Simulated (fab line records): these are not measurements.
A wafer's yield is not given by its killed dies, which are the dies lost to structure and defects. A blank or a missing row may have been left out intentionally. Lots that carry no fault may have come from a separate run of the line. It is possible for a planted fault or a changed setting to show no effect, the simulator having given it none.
One fault seen from 2 desks | flow gf180mcu | each desk has only its own numbers; what lay behind them comes last

== DESK OF THE TOOL OWNER: rtpAnneal-02 ==
The tool's own readings at GF_HV_LDD_RTA_52 (time 10 s): means of the sampled wafers that have a number, for each lot that ran on this tool. The brackets show how far a lot's mean lies from the usual mean; more than 4 standard deviations puts the lot out of limits, marked OUT.
Columns: A = lampPowerPct at GF_HV_LDD_RTA_52, usual 35.0 %; B = wafer_temp_C_max at GF_HV_LDD_RTA_52, usual 1007.1
lot  | first seen here | A              | B
L169 | day 12 18:05    | 34.4           | 1007.7
L172 | day 13 23:15    | 34.5           | 1006.5
L182 | day 17 02:04    | 25.0 (-22) OUT | 886.4 (-93) OUT
L183 | day 17 11:48    | 25.0 (-22) OUT | 887.0 (-92) OUT
L192 | day 20 18:21    | 34.4           | 1008.3
This desk's finding: out of limits on L182, L183; first on L182, day 17 02:04 (lampPowerPct at GF_HV_LDD_RTA_52). Within limits: L169, L172, L192.

== FROM THE METROLOGY DESK ==
Means of the sampled wafers that have a number, per lot and without regard to the tool the lot ran on: this is what the gauges read. The brackets show how far a lot's mean lies from the usual mean; more than 4 standard deviations puts the lot out of limits, marked OUT.
Columns: A = DUAL_GATE_OXIDATION_00_THK at GF_DUAL_GATE_THK_MEAS_03, usual 10.77 nm; B = HV_LDD_RS at GF_HV_LDD_RS_MEAS_53, usual 418.2 ohm/sq; C = NSD_RS at GF_PSD_RS_MEAS_14, usual 46.13 ohm/sq
lot  | first seen here | A     | B                | C
L169 | day 7 18:58     | 10.76 | 416.5            | 46.08
L171 | day 8 11:09     | 10.71 | 417.6            | 46.22
L172 | day 8 20:55     | 10.84 | 419.7            | 46.08
L173 | day 8 22:40     | 11.09 | 419.4            | 46.33
L174 | day 9 03:02     | 10.89 | 417.8            | 46.05
L175 | day 9 19:43     | 10.85 | 417.6            | 46.23
L182 | day 11 13:27    | 10.64 | 413.7 (-4.5) OUT | 46.23
L183 | day 11 19:26    | 10.74 | 414.1 (-4.1) OUT | 46.18
L186 | day 12 14:22    | 11.07 | 418.4            | 46.04
L187 | day 12 20:28    | 10.54 | 418.7            | 46.06
L188 | day 13 05:44    | 10.78 | 419.4            | 46.03
L189 | day 13 12:57    | 10.67 | 418.4            | 45.91
L192 | day 14 14:49    | 11.06 | 417.3            | 46.09
This desk's result: L182, L183 out of limits, first on L182 (HV_LDD_RS at GF_HV_LDD_RS_MEAS_53), day 17 02:09. Within limits: L169, L171, L172, L173, L174, L175, L186, L187, L188, L189, L192.

== ALL TOGETHER ==
The tool owner's desk had the chance to raise an alarm at day 17 02:04 on L182, L183.
On L182, L183, the metrology desk was in a position to raise an alarm at day 17 02:09.
All the named lots went through GF_HV_LDD_RTA_52 on rtpAnneal-02.

== WHAT THE SIMULATOR PUT IN ==
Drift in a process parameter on rtpAnneal-02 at GF_HV_LDD_RTA_52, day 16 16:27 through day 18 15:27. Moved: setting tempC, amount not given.
Struck lots among those shown: L182, L183.
Fault start to first reading out of limits, in hours, per desk: tool owner, 10; metrology, 10.
